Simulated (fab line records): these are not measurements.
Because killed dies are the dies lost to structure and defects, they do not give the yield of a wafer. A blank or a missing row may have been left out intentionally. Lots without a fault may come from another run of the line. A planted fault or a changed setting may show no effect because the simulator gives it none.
Check for tools in common ; flow sky130 ; Sampled: 9 lots, 27 wafers

== THE REASON FOR OPENING IT ==
2 of 9 lots carry a flag on the reading CAP2M_TIN_RS at SKY_CAP2M_RS_MEAS_03. No-fault wafers: 6.92 ohm/sq, standard deviation 0.064.
Rule: flag the lot when none of its wafers has a number, or when each of its wafers that has one lies beyond 4 standard deviations from that mean. The rest of the lots are taken to be sound.

lot;measured;on;CAP2M_TIN_RS (ohm/sq), wafer by wafer;flag
L918;day 41 11:46;film-metro-03;6.96 6.95 6.94;
L921;day 41 13:05;film-metro-03;6.94 6.82 6.85;
L924;day 41 14:07;film-metro-04;6.97 6.97 6.96;
L926;day 42 09:14;film-metro-04;6.91 6.92 6.93;
L928;day 43 12:05;film-metro-04;6.95 7.00 6.94;
L927;day 43 13:05;film-metro-02;8.36 8.24 8.29;FLAGGED
L931;day 44 12:07;film-metro-02;8.36 8.25 8.25;FLAGGED
L940;day 45 18:51;film-metro-02;6.94 6.83 6.88;
L937;day 45 18:59;film-metro-04;7.03 6.88 6.88;
On average the flagged lots' numbers are 8.29 ohm/sq, which is +1.37 ohm/sq against the usual, or +21 standard deviations.

== EACH LOT AND THE TOOL IT RAN ON ==
4 process steps preceding the reading are held in the record, out of 708 steps in the route. Read each cell as the tool, then ch plus the chambers that the sampled wafers visited, then the start.
lot;flag;SKY_METAL3_STRIP_19;SKY_METAL4_SPUTTER_01;SKY_CAP2M_CVD_00;SKY_CAP2M_SPUTTER_02
L918;;plasma-asher-04 ch 0,1, day 40 08:33;pvd-sputter-04, day 41 11:26;pecvd-02 ch 1,2, day 41 11:34;pvd-sputter-04, day 41 11:39
L921;;plasma-asher-01 ch 0,1, day 40 09:28;pvd-sputter-04, day 41 12:44;pecvd-02 ch 1,2, day 41 12:52;pvd-sputter-02, day 41 12:57
L924;;plasma-asher-03 ch 0,1, day 40 10:17;pvd-sputter-01, day 41 13:48;pecvd-04 ch 0,1,2, day 41 13:56;pvd-sputter-02, day 41 14:01
L926;;plasma-asher-01 ch 0,1, day 41 06:25;pvd-sputter-01, day 42 08:55;pecvd-01 ch 0,1,2, day 42 09:02;pvd-sputter-04, day 42 09:07
L928;;plasma-asher-03 ch 0,1, day 42 09:20;pvd-sputter-04, day 43 11:45;pecvd-04 ch 1,2, day 43 11:53;pvd-sputter-02, day 43 11:59
L927;FLAGGED;plasma-asher-03 ch 0,1, day 42 09:57;pvd-sputter-03, day 43 12:46;pecvd-01 ch 0,1,2, day 43 12:54;pvd-sputter-04, day 43 12:59
L931;FLAGGED;plasma-asher-04 ch 0,1, day 43 10:23;pvd-sputter-03, day 44 11:47;pecvd-04 ch 0,1, day 44 11:55;pvd-sputter-04, day 44 12:00
L940;;plasma-asher-04 ch 0,1, day 44 17:37;pvd-sputter-03, day 45 18:31;pecvd-01 ch 0,2, day 45 18:38;pvd-sputter-02, day 45 18:43
L937;;plasma-asher-03 ch 1, day 44 17:26;pvd-sputter-04, day 45 18:38;pecvd-02 ch 0,2, day 45 18:46;pvd-sputter-03, day 45 18:51
These steps, and what they do:
- SKY_METAL3_STRIP_19: strips in O2/N2.
- SKY_METAL4_SPUTTER_01: material TiN, target thk 20 nm, time 16.7 s.
- SKY_CAP2M_CVD_00: deposits SiO2, target thk 15.5 nm.
- SKY_CAP2M_SPUTTER_02: material TiN, target thk 200 nm, time 166.7 s.
- SKY_CAP2M_RS_MEAS_03: measures by four-point-probe.

== FLAGGED AGAINST TOTAL, ONE TOOL AT A TIME (gauges that did the reading follow at the end) ==
step;tool;lots run;flagged;share of the flagged lots;sound lots run after its first flagged lot
SKY_METAL3_STRIP_19;plasma-asher-01;2;0;none;-
SKY_METAL3_STRIP_19;plasma-asher-03;4;1;some;1 (L937)
SKY_METAL3_STRIP_19;plasma-asher-04;3;1;some;1 (L940)
SKY_METAL4_SPUTTER_01;pvd-sputter-01;2;0;none;-
SKY_METAL4_SPUTTER_01;pvd-sputter-03;3;2;all;1 (L940)
SKY_METAL4_SPUTTER_01;pvd-sputter-04;4;0;none;-
SKY_CAP2M_CVD_00;pecvd-01;3;1;some;1 (L940)
SKY_CAP2M_CVD_00;pecvd-02;3;0;none;-
SKY_CAP2M_CVD_00;pecvd-04;3;1;some;0
SKY_CAP2M_SPUTTER_02;pvd-sputter-02;4;0;none;-
SKY_CAP2M_SPUTTER_02;pvd-sputter-03;1;0;none;-
SKY_CAP2M_SPUTTER_02;pvd-sputter-04;4;2;all;0
SKY_CAP2M_RS_MEAS_03;film-metro-02;3;2;all;1 (L940)
SKY_CAP2M_RS_MEAS_03;film-metro-03;2;0;none;-
SKY_CAP2M_RS_MEAS_03;film-metro-04;4;0;none;-

== WHAT IS ALLOWED BY THE TABLE ==
All flagged lots were run by 3 table rows, namely pvd-sputter-03 at SKY_METAL4_SPUTTER_01, pvd-sputter-04 at SKY_CAP2M_SPUTTER_02, film-metro-02 at SKY_CAP2M_RS_MEAS_03.
- pvd-sputter-03 at SKY_METAL4_SPUTTER_01: 2 of its 3 lots flagged. After the first flagged lot (L940), sound lots still ran on it; a lasting fault on the whole tool would not permit that.
- pvd-sputter-04 at SKY_CAP2M_SPUTTER_02: 2 of its 4 lots flagged. Last sound lot L926 at day 42 09:07, first flagged lot L927 at day 43 12:59; a fault beginning in between fits. On the flagged lots its readings are blank where sound lots have values: susceptor-temp-C.
- film-metro-02 at SKY_CAP2M_RS_MEAS_03: 2 of its 3 lots flagged. After the first flagged lot (L940), sound lots still ran on it; a lasting fault on the whole tool would not permit that.
Left over: one tool, pvd-sputter-04 at SKY_CAP2M_SPUTTER_02.

== WHAT HAD BEEN PUT IN BY THE SIMULATOR ==
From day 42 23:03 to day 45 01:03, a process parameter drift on pvd-sputter-04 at SKY_CAP2M_SPUTTER_02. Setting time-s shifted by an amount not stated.
Lots struck among those shown: L927, L931. The rule above reached the same finding.
